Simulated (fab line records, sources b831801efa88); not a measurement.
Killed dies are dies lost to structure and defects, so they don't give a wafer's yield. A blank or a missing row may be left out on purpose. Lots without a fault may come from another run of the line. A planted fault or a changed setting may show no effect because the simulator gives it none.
fab line records | flow sky130
record lots=6 wafers=18 last_day=50
route steps=708 shown FIELD_ISO@3 NWELL@32 DNWELL@35 PAD_OPEN@708
lots that met no fault: from a run of the same line without faults
start_h: hours from the record's first day to the start of the lot's first wafer shown | wait_h: hours since the lot's step before | " the same as in the row above | L1.1+2: a row that stands for several wafers | - no value, or no start given | * or withheld: withheld | < > ~ a bound
route shown NAME@n: a module of which the file shows steps, and the number in the route of the first | usual: mean/standard deviation of fault-free wafers | same: alike in all rows | chamber/n: place in a boat | sites: the reading at each site | _std_site: their standard deviation | _edge_site: outer sites' mean less inner sites' | radius_mm: how far each site lies from the wafer's centre | mask NAME#n: copy n | behind: the tool/chamber that last shaped the wafer | hold: why the lot was held/for how many hours/how that ended | device: the transistor (n, p or np) that didn't switch | end of line: the same wafers' tests at the end of the route | a step without rows: its recipe alone | killed: dies lost to structure and defects at the first sort, not the wafer's yield | map: a wafer's dies, x killed, . not, _ none there
set.NAME: the setting as run; set.NAME@STEP: as run at that earlier step | model.NAME: the simulator's own value behind a step, which no gauge read
lots at some steps of the route; a table a step, a row a wafer
services: from which hour (start_h, from the record's first day; less than 0 if before it) a tool's chamber was out of use, for how many hours, and why
## steps
# step SKY_FIELD_ISO_THK_MEAS_02
# recipe reads=SiO2_of_FIELD_ISO_OXIDATION_01
# usual FIELD_ISO_OXIDATION_00_THK=12.02/0.23
# columns lot.wafer tool chamber start_h wait_h FIELD_ISO_OXIDATION_00_THK[nm]
L202.1 film_metro-02 - 12.32 0.0 11.66
L202.2 " - " " 11.96
L202.4 " - " " 11.82
L204.3 film_metro-01 - 22.31 0.0 12.37
L204.4 " - " " 12.32
L204.6 " - " " 12.44
L215.4 film_metro-03 - 76.66 0.0 11.94
L215.5 " - " " 11.96
L215.6 " - " " 11.83
L216.2 film_metro-02 - 81.64 0.0 12.07
L216.5 " - " " 12.27
L216.6 " - " " 12.05
L223.2 film_metro-01 - 116.64 0.0 12.15
L223.3 " - " " 12.03
L223.5 " - " " 12.13
L224.1 film_metro-02 - 123.03 0.0 12.14
L224.3 " - " " 11.87
L224.6 " - " " 11.98
# step SKY_FIELD_ISO_CVD_03
# recipe material=Si3N4 precursor=DCS/NH3 target_thk_nm=165 temp_c=770 time_s=2830 pressure_mtorr=250
# step SKY_FIELD_ISO_THK_MEAS_04
# recipe reads=Si3N4_of_FIELD_ISO_CVD_03
# usual FIELD_ISO_CVD_03_THK=165.6/1.4
# columns lot.wafer tool chamber start_h wait_h FIELD_ISO_CVD_03_THK[nm]
L202.1 film_metro-01 - 14.17 0.0 163.4
L202.2 " - " " 161.8
L202.4 " - " " 163.9
L204.3 film_metro-02 - 24.16 0.0 165.0
L204.4 " - " " 166.7
L204.6 " - " " 164.6
L215.4 film_metro-02 - 79.49 0.0 167.7
L215.5 " - " " 167.2
L215.6 " - " " 167.6
L216.2 film_metro-03 - 83.49 0.0 164.7
L216.5 " - " " 165.8
L216.6 " - " " 165.8
L223.2 film_metro-01 - 119.83 0.0 164.5
L223.3 " - " " 164.0
L223.5 " - " " 164.7
L224.1 film_metro-02 - 125.38 0.0 166.6
L224.3 " - " " 165.7
L224.6 " - " " 166.8
# step SKY_FIELD_ISO_DEHYDRATE_05
# recipe temp_c=200 time_s=60
# step SKY_FIELD_ISO_HMDS_06
# recipe prime_time_s=60 prime_temp_c=120
# step SKY_FIELD_ISO_COAT_07
# recipe resist=BARC temp_c=withheld time_s=withheld spin_rpm=3000 resist_thk_nm=60
# step SKY_FIELD_ISO_COAT_08
# recipe resist=KrF-thick spin_rpm=3000 resist_thk_nm=450
# step SKY_FIELD_ISO_SOFTBAKE_09
# recipe temp_c=100 time_s=90 resist=KrF-thick
# step SKY_FIELD_ISO_EXPOSE_10
# recipe mask_id=FOM na=0.68 source_shape=annular sigma_inner=0.4 sigma_outer=0.8 target_cd_nm=150 dose_mj=28
# step SKY_FIELD_ISO_PEB_11
# recipe peb_temp_c=withheld peb_time_s=withheld resist=KrF-thick
# step SKY_FIELD_ISO_DEVELOP_12
# recipe develop_time_s=60 resist=KrF-thick dev_temp_c=21
# step SKY_FIELD_ISO_CD_MEAS_13
# recipe target_cd_nm=150
# usual cd_nm=149.7/1.5
# columns lot.wafer tool chamber start_h wait_h cd_nm
L202.1 cd_sem-01 - 29.43 - 148.7
L202.2 " - " " 150.3
L202.4 " - " " 150.5
L204.3 cd_sem-01 - 39.87 - 147.3
L204.4 " - " " 149.5
L204.6 " - " " 148.6
L215.4 cd_sem-02 - 97.14 - 152.8
L215.5 " - " " 151.0
L215.6 " - " " 151.2
L216.2 cd_sem-01 - 101.16 - 151.9
L216.5 " - " " 150.3
L216.6 " - " " 150.2
L223.2 cd_sem-02 - 139.22 - 149.4
L223.3 " - " " 149.5
L223.5 " - " " 150.0
L224.1 cd_sem-01 - 144.20 - 152.5
L224.3 " - " " 152.3
L224.6 " - " " 152.0
# step SKY_FIELD_ISO_ETCH_14
# recipe chemistry=N2/H2 target=BARC ion_energy_ev=200 source_w=500 bias_w=100 pressure_mtorr=30 n2_flow_sccm=100 h2_flow_sccm=200 stop_on=SiO2 time_s=45.9 target_depth_a=600
# usual chamber_pressure_mTorr=30.001/0.027 drypump_motor_current_A=5.6/0.56 oes_product_au=0.854/0.0048 throttle_valve_pct=13.224/0.011
# columns lot.wafer tool chamber start_h wait_h chamber_pressure_mTorr drypump_motor_current_A oes_product_au rf_hours_counter_h throttle_valve_pct
L202.1 rie_diel-03 0 29.55 0.1 29.960 4.7 0.855 134 13.229
L202.2 " 3 " " 30.026 5.5 0.843 156 13.219
L202.4 " 2 " " 30.031 5.3 0.856 89 13.214
L204.3 rie_diel-03 3 39.95 0.1 30.015 5.5 0.851 156 13.215
L204.4 " 0 " " 30.036 4.7 0.850 134 13.244
L204.6 " 1 " " 29.959 6.0 0.856 - 13.237
L215.4 rie_diel-03 0 97.20 0.0 29.959 4.7 0.852 135 13.241
L215.5 " 2 " " 29.999 5.2 0.858 - 13.224
L215.6 " 3 " " 30.002 5.5 0.860 - 13.225
L216.2 rie_diel-03 0 101.26 0.1 29.963 4.7 0.855 135 13.207
L216.5 " 2 " " 30.015 5.3 0.860 - 13.226
L216.6 " 1 " " 29.999 6.0 0.860 - 13.224
L223.2 rie_diel-04 3 139.32 0.1 30.025 6.3 0.853 137 13.219
L223.3 " 0 " " 29.998 6.4 0.843 128 13.209
L223.5 " 2 " " 30.011 5.8 0.856 - 13.215
L224.1 rie_diel-02 2 144.32 0.1 29.981 4.7 0.855 80 13.207
L224.3 " 1 " " 29.959 5.5 0.854 113 13.223
L224.6 " 1 " " 29.991 5.6 0.857 - 13.218
# step SKY_FIELD_ISO_ETCH_15
# recipe chemistry=CHF3/O2 target_depth_nm=180 stop_on=Si source_w=600 bias_w=200 pressure_mtorr=40 chf3_flow_sccm=50 O2_flow_sccm=5 time_s=72
# usual chamber_pressure_mTorr=40.00/0.04 drypump_motor_current_A=5.5/0.56 oes_product_au=0.948/0.0065 throttle_valve_pct=8.844/0.0091
# columns lot.wafer tool chamber start_h wait_h chamber_pressure_mTorr drypump_motor_current_A oes_product_au rf_hours_counter_h throttle_valve_pct
L202.1 rie_diel-03 0 29.59 0.0 40.00 4.7 0.935 134 8.857
L202.2 " 3 " " 39.99 5.5 0.935 156 8.852
L202.4 " 2 " " 40.05 5.3 0.944 89 8.843
L204.3 rie_diel-03 3 39.99 0.0 40.00 5.5 0.954 156 8.839
L204.4 " 0 " " 39.97 4.6 0.949 134 8.852
L204.6 " 1 " " 40.01 6.0 0.944 - 8.833
L215.4 rie_diel-03 0 97.24 0.0 39.96 4.7 0.960 135 8.852
L215.5 " 2 " " 40.07 5.3 0.957 - 8.843
L215.6 " 3 " " 40.03 5.5 0.960 - 8.842
L216.2 rie_diel-03 0 101.31 0.0 40.01 4.7 0.934 135 8.851
L216.5 " 2 " " 39.97 5.2 0.948 - 8.839
L216.6 " 1 " " 39.98 6.0 0.951 - 8.847
L223.2 rie_diel-04 3 139.36 0.0 39.99 6.3 0.941 137 8.828
L223.3 " 0 " " 40.05 6.4 0.946 128 8.840
L223.5 " 2 " " 40.01 5.7 0.945 - 8.848
L224.1 rie_diel-02 2 144.36 0.0 39.95 4.7 0.944 80 8.837
L224.3 " 1 " " 39.98 5.5 0.946 113 8.843
L224.6 " 1 " " 40.03 5.5 0.954 - 8.825
# step SKY_FIELD_ISO_STRIP_16
# recipe chemistry=O2/N2 power_w=1400 pressure_mtorr=1500 platen_temp_c=withheld o2_flow_sccm=3000 n2_flow_sccm=300 overash_fraction=0.5
# usual chamber_pressure_mTorr=1500.0/1.3 drypump_motor_current_A=5.5/0.38 oes_product_au=0.377/0.0047 strip_time_to_endpoint_s=3.54/0.038
# columns lot.wafer tool chamber start_h wait_h chamber_pressure_mTorr drypump_motor_current_A oes_product_au rf_hours_counter_h strip_time_to_endpoint_s
L202.1 plasma_asher-03 1 29.65 0.0 1500.0 5.2 0.372 22 3.50
L202.2 " 0 " " 1498.8 4.9 0.377 22 3.53
L202.4 " 0 " " 1501.0 4.9 0.373 - 3.53
L204.3 plasma_asher-02 1 40.08 0.1 1500.9 5.5 0.379 - 3.53
L204.4 " 0 " " 1500.6 5.8 0.376 - 3.51
L204.6 " 0 " " 1499.7 5.8 0.381 - 3.60
L215.4 plasma_asher-02 1 97.33 0.1 1499.6 5.5 0.374 - 3.52
L215.5 " 0 " " 1500.5 5.8 0.376 - 3.58
L215.6 " 1 " " 1502.0 5.6 0.380 - 3.54
L216.2 plasma_asher-02 0 101.36 0.0 1500.7 5.8 0.371 44 3.51
L216.5 " 0 " " 1503.6 5.8 0.376 - 3.54
L216.6 " 1 " " 1499.6 5.5 0.372 - 3.58
L223.2 plasma_asher-02 0 139.42 0.0 1498.8 5.8 0.375 48 3.51
L223.3 " 0 " " 1498.8 5.8 0.372 - 3.50
L223.5 " 0 " " 1500.2 5.8 0.373 - 3.47
L224.1 plasma_asher-01 0 144.42 0.0 1500.5 5.9 0.382 47 3.52
L224.3 " 1 " " 1499.0 5.9 0.387 - 3.60
L224.6 " 1 " " 1499.7 5.9 0.376 - 3.57
# step SKY_FIELD_ISO_ETCH_17
# recipe target_depth_a=3420 mask_material=Si3N4 chemistry=HBr/Cl2/O2 target=Si taper_deg=5 icp_w=600 bias_w=150 pressure_mtorr=15 HBr_flow_sccm=150 Cl2_flow_sccm=40 O2_flow_sccm=6 time_s=97.7
# usual chamber_pressure_mTorr=15.001/0.014 drypump_motor_current_A=5.5/0.38 mfc_cl2_sccm=40.01/0.11 oes_product_au=1.000/0.01 throttle_valve_pct=25.658/0.012
# columns lot.wafer tool chamber start_h wait_h chamber_pressure_mTorr drypump_motor_current_A mfc_cl2_sccm oes_product_au rf_hours_counter_h throttle_valve_pct
L202.1 rie_si-02 1 29.75 0.1 15.004 5.0 39.97 0.980 82 25.670
L202.2 " 2 " " 15.024 5.6 39.88 0.982 155 25.668
L202.4 " 3 " " 15.006 6.0 39.85 1.000 35 25.662
L204.3 rie_si-02 1 40.15 0.0 14.994 5.0 39.96 0.988 82 25.660
L204.4 " 2 " " 15.000 5.6 40.18 0.982 155 25.673
L204.6 " 1 " " 15.005 5.0 39.93 0.979 - 25.685
L215.4 rie_si-02 1 97.40 0.0 14.991 5.0 40.26 0.996 83 25.655
L215.5 " 3 " " 15.002 6.0 39.92 1.013 - 25.658
L215.6 " 0 " " 15.015 5.6 39.95 0.997 - 25.656
L216.2 rie_si-01 2 101.46 0.1 15.007 5.9 40.07 1.014 104 25.648
L216.5 " 0 " " 14.996 5.0 40.01 1.000 - 25.667
L216.6 " 1 " " 15.001 5.7 40.09 1.007 - 25.661
L223.2 rie_si-02 3 139.52 0.1 15.000 6.0 40.03 1.005 36 25.647
L223.3 " 2 " " 15.003 5.6 40.08 1.005 0 25.660
L223.5 " 3 " " 14.986 6.0 40.06 1.006 - 25.667
L224.1 rie_si-01 2 144.52 0.1 14.993 6.0 40.20 1.018 104 25.650
L224.3 " 0 " " 14.981 4.9 40.00 0.997 94 25.650
L224.6 " 2 " " 15.006 6.0 40.09 1.017 - 25.656
# step SKY_FIELD_ISO_WET_ETCH_18
# recipe chemistry=H3PO4 target_depth_nm=25 temp_c=160 target=Si3N4 time_s=286
# step SKY_FIELD_ISO_CLEAN_19
# recipe chemistry=SC1/SC2 mix=1:4:20 temp_c=70 time_s=150
# step SKY_FIELD_ISO_CLEAN_20
# recipe chemistry=dHF time_s=20 dilution=100:1
# step SKY_FIELD_ISO_WET_ETCH_21
# recipe chemistry=dHF dilution=100:1 target_depth_nm=20 dry=ipa_marangoni target=SiO2 temp_c=25 time_s=400
# step SKY_FIELD_ISO_OXIDATION_22
# recipe temp_c=950 ambient=O2 stabilise_s=600 purge_s=300 target_thk_a=100 ox_time_s=623
# step SKY_FIELD_ISO_THK_MEAS_23
# recipe reads=SiO2_of_FIELD_ISO_OXIDATION_22
# usual FIELD_ISO_OXIDATION_01_THK=10.00/0.18
# columns lot.wafer tool chamber start_h wait_h FIELD_ISO_OXIDATION_01_THK[nm]
L202.1 film_metro-02 - 31.65 0.0 10.08
L202.2 " - " " 10.25
L202.4 " - " " 10.40
L204.3 film_metro-01 - 48.74 0.0 10.20
L204.4 " - " " 10.06
L204.6 " - " " 10.17
L215.4 film_metro-02 - 100.04 0.0 9.88
L215.5 " - " " 9.73
L215.6 " - " " 9.78
L216.2 film_metro-03 - 103.49 0.0 10.12
L216.5 " - " " 10.21
L216.6 " - " " 10.18
L223.2 film_metro-03 - 141.05 0.0 9.90
L223.3 " - " " 9.78
L223.5 " - " " 9.82
L224.1 film_metro-03 - 147.52 0.0 9.76
L224.3 " - " " 9.77
L224.6 " - " " 9.82
# step SKY_FIELD_ISO_CVD_24
# recipe material=SiO2 target_thk_nm=595 temp_c=650 sigma_open_frac=0.3 time_s=99.2 sih4_flow_sccm=60 pressure_mtorr=6
# step SKY_FIELD_ISO_THK_MEAS_25
# recipe reads=SiO2_of_FIELD_ISO_CVD_24
# usual FIELD_ISO_CVD_24_THK=597/5.4
# columns lot.wafer tool chamber start_h wait_h FIELD_ISO_CVD_24_THK[nm]
L202.1 film_metro-02 - 31.79 0.0 591
L202.2 " - " " 603
L202.4 " - " " 604
L204.3 film_metro-03 - 48.87 0.1 590
L204.4 " - " " 595
L204.6 " - " " 591
L215.4 film_metro-02 - 100.17 0.0 587
L215.5 " - " " 605
L215.6 " - " " 603
L216.2 film_metro-02 - 103.62 0.0 593
L216.5 " - " " 597
L216.6 " - " " 598
L223.2 film_metro-02 - 141.18 0.0 603
L223.3 " - " " 606
L223.5 " - " " 594
L224.1 film_metro-02 - 147.65 0.0 602
L224.3 " - " " 596
L224.6 " - " " 594
# step SKY_FIELD_ISO_ANNEAL_26
# recipe temp_c=1000 time_s=1800 ambient=N2
# step SKY_FIELD_ISO_CMP_27
# recipe stop_on=Si3N4 t_overpolish_s=16 down_force_psi=4 platen_rpm=60 target_thk_nm=457.8 pad_velocity_m_s=0.94248
# usual head_pressure_psi=3.998/0.0093 motor_current_A=12.4/1.2 overpolish_run_s=16.001/0.0095 time_to_endpoint_s=112/4.4
# columns lot.wafer tool chamber start_h wait_h head_pressure_psi motor_current_A overpolish_run_s time_to_endpoint_s
L202.2 cmp-01 2 34.67 0.0 3.992 12.4 15.998 108
L202.4 " 3 " " 4.003 11.0 16.008 107
L202.1 " 0 " " 3.984 11.1 16.001 112
L204.4 cmp-01 0 54.31 0.1 4.000 11.3 15.988 118
L204.3 " 1 " " 3.986 13.0 15.991 108
L204.6 " 2 " " 4.005 13.1 16.015 110
L215.4 cmp-01 2 103.04 0.0 3.974 12.4 16.000 104
L215.6 " 2 " " 3.988 13.2 16.006 102
L215.5 " 3 " " 3.996 11.3 16.008 107
L216.2 cmp-02 1 105.17 0.0 4.010 12.4 16.008 109
L216.6 " 1 " " 4.007 12.4 15.988 111
L216.5 " 2 " " 3.996 12.3 16.013 110
L223.2 cmp-01 0 143.60 0.1 3.983 10.8 16.015 121
L223.3 " 2 " " 3.992 13.1 16.001 111
L223.5 " 0 " " 3.995 10.6 16.022 117
L224.1 cmp-01 1 150.36 0.0 4.003 13.6 15.991 119
L224.3 " 0 " " 4.004 11.3 15.996 117
L224.6 " 2 " " 3.992 13.2 16.003 112
# step SKY_FIELD_ISO_WET_ETCH_28
# recipe chemistry=dHF target_depth_nm=23.7 target=SiO2 dilution=10:1 temp_c=25 time_s=47
# step SKY_FIELD_ISO_WET_ETCH_29
# recipe chemistry=H3PO4 target_depth_nm=160 target=Si3N4 temp_c=160 time_s=1825
# step SKY_FIELD_ISO_WET_ETCH_30
# recipe chemistry=dHF target_depth_nm=25 target=SiO2 dilution=10:1 temp_c=25 time_s=50
# step SKY_NWELL_CLEAN_00
# recipe chemistry=SC1/SC2 mix=1:4:20 temp_c=70 time_s=150 dry=n2_spin
# step SKY_NWELL_OXIDATION_01
# recipe temp_c=900 ambient=O2 stabilise_s=600 purge_s=300 target_thk_a=100 ox_time_s=1418
# step SKY_NWELL_THK_MEAS_02
# recipe reads=SiO2_of_NWELL_OXIDATION_01
# usual NWELL_OXIDATION_THK=9.92/0.2
# columns lot.wafer tool chamber start_h wait_h NWELL_OXIDATION_THK[nm]
L202.1 film_metro-03 - 40.25 0.0 9.86
L202.2 " - " " 10.10
L202.4 " - " " 9.95
L204.3 film_metro-03 - 58.59 0.0 9.88
L204.4 " - " " 9.78
L204.6 " - " " 9.95
L215.4 film_metro-03 - 105.81 0.0 9.85
L215.5 " - " " 10.06
L215.6 " - " " 9.97
L216.2 film_metro-04 - 109.33 0.0 10.11
L216.5 " - " " 10.03
L216.6 " - " " 10.07
L223.2 film_metro-03 - 146.48 0.0 9.95
L223.3 " - " " 9.92
L223.5 " - " " 10.08
L224.1 film_metro-01 - 154.79 0.0 9.93
L224.3 " - " " 9.90
L224.6 " - " " 9.90
# step SKY_DNWELL_DEHYDRATE_00
# recipe temp_c=200 time_s=60
# step SKY_DNWELL_HMDS_01
# recipe prime_time_s=60 prime_temp_c=120
# step SKY_DNWELL_COAT_02
# recipe spin_rpm=2000 resist_thk_nm=3000
# step SKY_DNWELL_SOFTBAKE_03
# recipe temp_c=110 time_s=withheld
# step SKY_DNWELL_EXPOSE_04
# recipe mask_id=DNM na=0.57 target_cd_nm=3000 dose_mj=222
# step SKY_DNWELL_PEB_05
# recipe temp_c=115 time_s=withheld
# step SKY_DNWELL_DEVELOP_06
# recipe wall_angle_deg=90 developer=TMAH develop_time_s=60 dev_temp_c=23
# step SKY_DNWELL_IMPLANT_07
# recipe species=P energy_kev=withheld dose_cm2=withheld tilt_deg=withheld
# step SKY_DNWELL_STRIP_08
# recipe chemistry=O2/N2 power_w=1400 pressure_mtorr=1500 platen_temp_c=withheld o2_flow_sccm=3000 n2_flow_sccm=300 overash_fraction=0.5
# usual chamber_pressure_mTorr=1500.0/1.3 drypump_motor_current_A=5.69/0.25 oes_product_au=0.723/0.005 strip_time_to_endpoint_s=36.92/0.12
# columns lot.wafer tool chamber start_h wait_h chamber_pressure_mTorr drypump_motor_current_A oes_product_au rf_hours_counter_h strip_time_to_endpoint_s
L202.1 plasma_asher-04 0 55.08 0.1 1499.9 5.63 0.719 32 36.83
L202.2 " 1 " " 1498.2 5.57 0.724 32 36.90
L202.4 " 0 " " 1500.7 5.63 0.722 - 36.88
L204.3 plasma_asher-03 1 74.61 0.1 1499.5 5.22 0.719 - 36.99
L204.4 " 0 " " 1498.7 4.86 0.720 - 36.97
L204.6 " 0 " " 1499.3 4.86 0.716 - 36.95
L215.4 plasma_asher-01 0 123.76 0.1 1501.4 5.97 0.728 - 36.78
L215.5 " 0 " " 1500.2 5.97 0.713 - 36.91
L215.6 " 1 " " 1498.7 6.00 0.727 - 36.80
L216.2 plasma_asher-04 0 127.85 0.1 1500.3 5.69 0.733 1 36.69
L216.5 " 1 " " 1500.3 5.60 0.727 - 36.71
L216.6 " 0 " " 1501.1 5.66 0.715 - 36.67
L223.2 plasma_asher-04 0 166.63 0.1 1500.3 5.67 0.717 5 37.06
L223.3 " 0 " " 1497.4 5.66 0.724 - 37.12
L223.5 " 1 " " 1502.7 5.60 0.723 - 37.04
L224.1 plasma_asher-04 1 174.63 0.1 1498.9 5.59 0.726 6 37.18
L224.3 " 0 " " 1502.1 5.66 0.714 - 37.02
L224.6 " 1 " " 1499.0 5.59 0.726 - 37.07
# step SKY_DNWELL_TW_MEAS_09
# usual DNWELL_TW=1100/5.1
# columns lot.wafer tool chamber start_h wait_h DNWELL_TW
L202.1 film_metro-04 - 55.18 0.1 1097
L202.2 " - " " 1094
L202.4 " - " " 1098
L204.3 film_metro-04 - 74.70 0.1 1094
L204.4 " - " " 1096
L204.6 " - " " 1094
L215.4 film_metro-03 - 123.86 0.1 1102
L215.5 " - " " 1106
L215.6 " - " " 1104
L216.2 film_metro-03 - 127.96 0.1 1106
L216.5 " - " " 1103
L216.6 " - " " 1108
L223.2 film_metro-04 - 166.74 0.1 1098
L223.3 " - " " 1099
L223.5 " - " " 1091
L224.1 film_metro-03 - 174.73 0.1 1107
L224.3 " - " " 1106
L224.6 " - " " 1103
# step SKY_PAD_OPEN_PROBE_99
# usual killed_at_M0_to_M3=43/7.3 killed_at_M4_up=3.6/1.9 killed_at_contacts=23/5.3 killed_at_front_end=15/4.5 killed_at_other=0.3/0.72 killed_dies=85/9.4 killed_open=46/6.7 killed_short=38/6.8
# same gross_dies=492 killed_at_back_side=0
# columns lot.wafer tool chamber start_h wait_h killed_at_M0_to_M3 killed_at_M4_up killed_at_contacts killed_at_front_end killed_at_other killed_dies killed_open killed_short
L216.2 prober-01 - 1166.11 0.1 45 1 21 80 0 147 49 39
L216.5 prober-01 - 1166.26 0.2 49 7 17 42 0 115 48 36
L216.6 prober-01 - 1166.31 0.2 36 0 17 72 1 126 32 29
L215.4 prober-02 - 1168.52 0.2 35 3 20 72 0 130 44 33
L215.5 prober-02 - 1168.57 0.2 40 5 18 59 0 122 44 42
L215.6 prober-02 - 1168.62 0.2 35 1 12 89 1 138 43 24
L223.2 prober-02 - 1190.56 0.1 47 7 15 19 0 88 44 44
L223.3 prober-02 - 1190.61 0.2 45 4 26 16 0 91 48 43
L223.5 prober-02 - 1190.71 0.2 38 2 20 17 0 77 52 25
L224.1 prober-02 - 1198.08 0.1 33 1 18 20 0 72 38 34
L224.3 prober-02 - 1198.18 0.2 51 3 17 13 0 84 43 41
L224.6 prober-02 - 1198.33 0.2 42 3 32 12 1 90 42 48
# killed by level:class
L216.2 FIELD_ISO:unspecified=59 METAL1:geometric_particle:short=12 CONTACT:geometric_particle:open=11 VIA1:geometric_particle:open=8 VIA3:geometric_particle:open=6 FIELD_ISO:geometric_particle:open=5 CONTACT:geometric_particle:short=5 VIA1:geometric_particle:short=5
L216.5 FIELD_ISO:unspecified=31 VIA1:geometric_particle:open=18 METAL1:geometric_particle:short=10 LI_CONTACT:geometric_particle:open=8 VIA3:geometric_particle:open=7 METAL4:geometric_particle:short=4 VIA2:geometric_particle:open=4 FIELD_ISO:geometric_particle:open=3
L216.6 FIELD_ISO:unspecified=64 CONTACT:geometric_particle:open=9 VIA1:geometric_particle:open=8 METAL1:geometric_particle:short=7 VIA1:geometric_particle:short=6 VIA3:geometric_particle:open=6 VIA2:geometric_particle:open=4 FIELD_ISO:geometric_particle:short=3
L215.4 FIELD_ISO:unspecified=53 VIA1:geometric_particle:open=10 CONTACT:geometric_particle:open=9 FIELD_ISO:geometric_particle:short=5 FIELD_ISO:geometric_particle:open=5 VIA2:geometric_particle:open=5 LI_CONTACT:geometric_particle:open=5 VIA2:geometric_particle:short=5
L215.5 FIELD_ISO:unspecified=36 FIELD_ISO:geometric_particle:open=7 VIA1:geometric_particle:open=7 FIELD_ISO:geometric_particle:short=6 VIA2:geometric_particle:open=6 LI_CONTACT:geometric_particle:short=5 POLY_GATE:geometric_particle:short=5 CONTACT:geometric_particle:open=5
L215.6 FIELD_ISO:unspecified=71 VIA1:geometric_particle:open=8 VIA2:geometric_particle:open=7 POLY_GATE:geometric_particle:open=6 FIELD_ISO:geometric_particle:open=5 CONTACT:geometric_particle:open=5 METAL2:geometric_particle:short=5 FIELD_ISO:geometric_particle:short=3
L223.2 VIA1:geometric_particle:open=8 FIELD_ISO:geometric_particle:short=7 LI_CONTACT:geometric_particle:open=6 METAL1:geometric_particle:short=6 VIA3:geometric_particle:short=5 POLY_GATE:geometric_particle:open=5 METAL2:geometric_particle:short=5 VIA2:geometric_particle:open=5
L223.3 CONTACT:geometric_particle:open=10 VIA1:geometric_particle:open=10 VIA3:geometric_particle:open=7 LI_CONTACT:geometric_particle:open=6 LOCAL_INTERCONNECT:geometric_particle:short=6 VIA1:geometric_particle:short=6 VIA2:geometric_particle:open=6 FIELD_ISO:geometric_particle:open=5
L223.5 VIA1:geometric_particle:open=12 FIELD_ISO:geometric_particle:open=8 LI_CONTACT:geometric_particle:open=7 CONTACT:geometric_particle:open=7 VIA2:geometric_particle:open=6 FIELD_ISO:geometric_particle:short=4 METAL1:geometric_particle:short=3 CONTACT:geometric_particle:short=3
L224.1 VIA1:geometric_particle:open=9 FIELD_ISO:geometric_particle:open=7 METAL2:geometric_particle:short=5 VIA3:geometric_particle:open=5 POLY_GATE:geometric_particle:open=4 LI_CONTACT:geometric_particle:short=4 CONTACT:geometric_particle:short=4 VIA2:geometric_particle:open=4
L224.3 METAL1:geometric_particle:short=11 VIA1:geometric_particle:open=8 METAL2:geometric_particle:short=7 CONTACT:geometric_particle:open=7 VIA3:geometric_particle:open=7 SPACER:geometric_particle:open=4 VIA1:geometric_particle:short=4 VIA2:geometric_particle:open=4
L224.6 CONTACT:geometric_particle:open=13 VIA1:geometric_particle:open=8 METAL1:geometric_particle:short=7 LOCAL_INTERCONNECT:geometric_particle:short=6 METAL2:geometric_particle:short=6 CONTACT:geometric_particle:short=5 LI_CONTACT:geometric_particle:open=5 FIELD_ISO:geometric_particle:open=4
# map L215.6 (x killed, . not)
__________.........._________
________.............._______
______..x..........xxxx._____
_____......x.x.xx...x....____
____........x.....x....x.x___
___..x.....x...x......x....__
__.............x...........x_
_.x....x.x.................x.
_x............xxx............
_x................xx.xx...x..
_...x....x.....x...xxx.xxx..x
_.xxx.............xxxxxxxxxx.
_..x......x...x.x.xxxxxxxxx.x
_x...x....x.......xxxxxxxxxxx
_...x..x..x.......xxxxxxxxxx.
__..x.....x.......xxxxxxxxxx_
___......x.......xxxxxxxxxx__
____.xxx.........x..xxxx..___
_____..x..............x..____
______..........x..x.x.._____
________....x........._______
__________....x.x.x._________
# map L216.2 (x killed, . not)
__________.....xx..._________
________......xxx....._______
______......xx.xxx...x.x_____
_____.....x.....x.x...xx.____
____......................___
___.x........x...x...x..xx.__
__...x.xx.x...x.x....x......_
_x.x.....xx..x......x.xxxx..x
_...........x....x..x..xxxx.x
_.x.........x....x..xxxxxxxxx
_.xx.....x.x..x...x.xxxxxxxxx
_.....x..x......x...x.xxxxxxx
_......xx.....x......xxxxxxxx
_....x...x.....x.....xxxxxxxx
_...x.........x.....xx.xxxxxx
__...x.x...x........x..xx..._
___....x.xx.x..........x..x__
____........x.......x.....___
_____.x....xxx.xx......x.____
______.xx............x.x_____
________..x..........._______
__________..xx......_________
## services
# columns tool chamber start_h hours kind
rie_si-01 3 17.21 2.6 repair
rie_diel-04 2 21.58 8.3 repair
rie_diel-02 3 34.49 1.6 repair
plasma_asher-01 - 61.61 5.0 repair
cmp-01 - 64.00 4.0 pm
rie_diel-03 1 64.62 8.4 repair
cmp-01 - 79.28 2.0 repair
rie_diel-02 0 99.39 2.8 repair
plasma_asher-04 - 108.75 9.0 pm
rie_diel-02 3 110.59 6.8 repair
rie_diel-02 1 117.72 4.4 repair
rie_si-02 2 119.54 15.2 repair
rie_si-01 2 124.28 10.4 repair
cmp-01 - 127.75 4.3 pm
plasma_asher-03 - 131.21 14.6 pm
rie_diel-04 1 134.46 6.1 repair
rie_si-01 1 138.26 19.2 repair
cmp-01 - 144.71 1.4 repair
rie_diel-03 1 154.20 3.5 repair
rie_si-02 3 154.56 18.1 repair
plasma_asher-03 - 155.23 1.2 repair
cmp-01 - 155.39 1.2 repair
plasma_asher-03 - 156.31 2.3 repair
cmp-01 - 163.89 1.0 repair
## key
first_sign step=SKY_PAD_OPEN_PROBE_99 reading=killed_at_front_end direction=up sigmas=12 usual=15 struck=69
effect step=SKY_PAD_OPEN_PROBE_99 reading=killed_dies direction=up sigmas=4.8 usual=85 struck=130
met_at SKY_FIELD_ISO_ETCH_14
struck_wafers L215.4,L215.5,L215.6,L216.2,L216.5,L216.6
tester_left_out L215,L216
onset_between 39.95 97.20
also_fits SKY_FIELD_ISO_ETCH_15:rie_diel-03
fault kind=chamber_particle_source tool=rie_diel-03 chamber=- onset_h=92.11 steps=SKY_FIELD_ISO_ETCH_14 rate_per_visit_cm2=1.5902 end_h=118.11
# tester_left_out: of these lots the tester's yield and bins aren't shown, on N5 and GAA mostly nor the transistor test; their killed dies are dies lost to structure and defects alone, not to doping, threshold or leakage, so they don't give the yield
